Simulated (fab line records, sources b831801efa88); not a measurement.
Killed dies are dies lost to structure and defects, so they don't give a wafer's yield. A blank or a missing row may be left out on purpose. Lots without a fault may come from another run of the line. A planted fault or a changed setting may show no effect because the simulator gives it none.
One fault seen from 2 desks | flow gf180mcu | each desk has only its own numbers; what lay behind them comes last

THE TOOL OWNER'S DESK: pecvd-04
The tool's own readings at GF_MIM_CVD_05 (deposits Si3N4, target thk 42 nm, time 29.086 s): means of the sampled wafers that have a number, for each lot that ran on this tool. A lot is out of limits, marked OUT, if its mean lies more than 4 standard deviations from the usual mean; the brackets give that distance.
Columns: A = heater_power_w at GF_MIM_CVD_05, usual 642 W
lot  | first seen here | A
L114 | day 24 14:49    | 622
L118 | day 26 02:46    | 664
L119 | day 26 15:24    | 610
L120 | day 27 10:49    | 683
L127 | day 28 21:21    | 641
This desk's finding: nothing out of limits on any of the 5 lots.

THE METROLOGY DESK
What the gauges read, lot by lot, whatever tool the lot ran on: means of the sampled wafers that have a number. A lot is out of limits, marked OUT, if its mean lies more than 4 standard deviations from the usual mean; the brackets give that distance.
Columns: A = V4_BOW at GF_V4_BOW_MEAS_05, usual 136 um; B = MIM_CVD_05_THK at GF_MIM_THK_MEAS_06, usual 41.9 nm
lot  | first seen here | A   | B
L114 | day 23 13:31    | 135 | 41.4
L115 | day 24 00:41    | 134 | 41.6
L116 | day 24 12:37    | 140 | 41.9
L117 | day 24 23:04    | 134 | 41.6
L118 | day 25 04:02    | 142 | 42.0
L119 | day 25 16:51    | 138 | 42.4
L120 | day 26 12:45    | 123 | 42.0
L127 | day 28 00:19    | 144 | 37.2 (-9.2) OUT
L132 | day 29 13:10    | 135 | 41.3
L133 | day 29 18:23    | 125 | 42.6
L134 | day 30 00:29    | 127 | 41.8
L135 | day 30 09:20    | 149 | 41.6
L137 | day 30 17:17    | 137 | 42.0
This desk's finding: out of limits on L127; first on L127, day 28 21:23 (MIM_CVD_05_THK at GF_MIM_THK_MEAS_06). In limits: L114, L115, L116, L117, L118, L119, L120, L132, L133, L134, L135, L137.

PUT TOGETHER
The metrology desk could have raised an alarm at day 28 21:23, on L127.
The tool owner's desk saw nothing out of limits.
The tool owner's desk has L127 on record, within its limits.
Of the lots named, all ran GF_MIM_CVD_05 on pecvd-04.

WHAT THE SIMULATOR HAD PUT IN
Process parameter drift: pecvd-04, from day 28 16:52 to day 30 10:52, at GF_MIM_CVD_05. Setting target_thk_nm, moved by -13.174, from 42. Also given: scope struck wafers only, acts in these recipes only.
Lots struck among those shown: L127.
Hours from the fault's start to each desk's first reading out of limits: the metrology desk, 5.
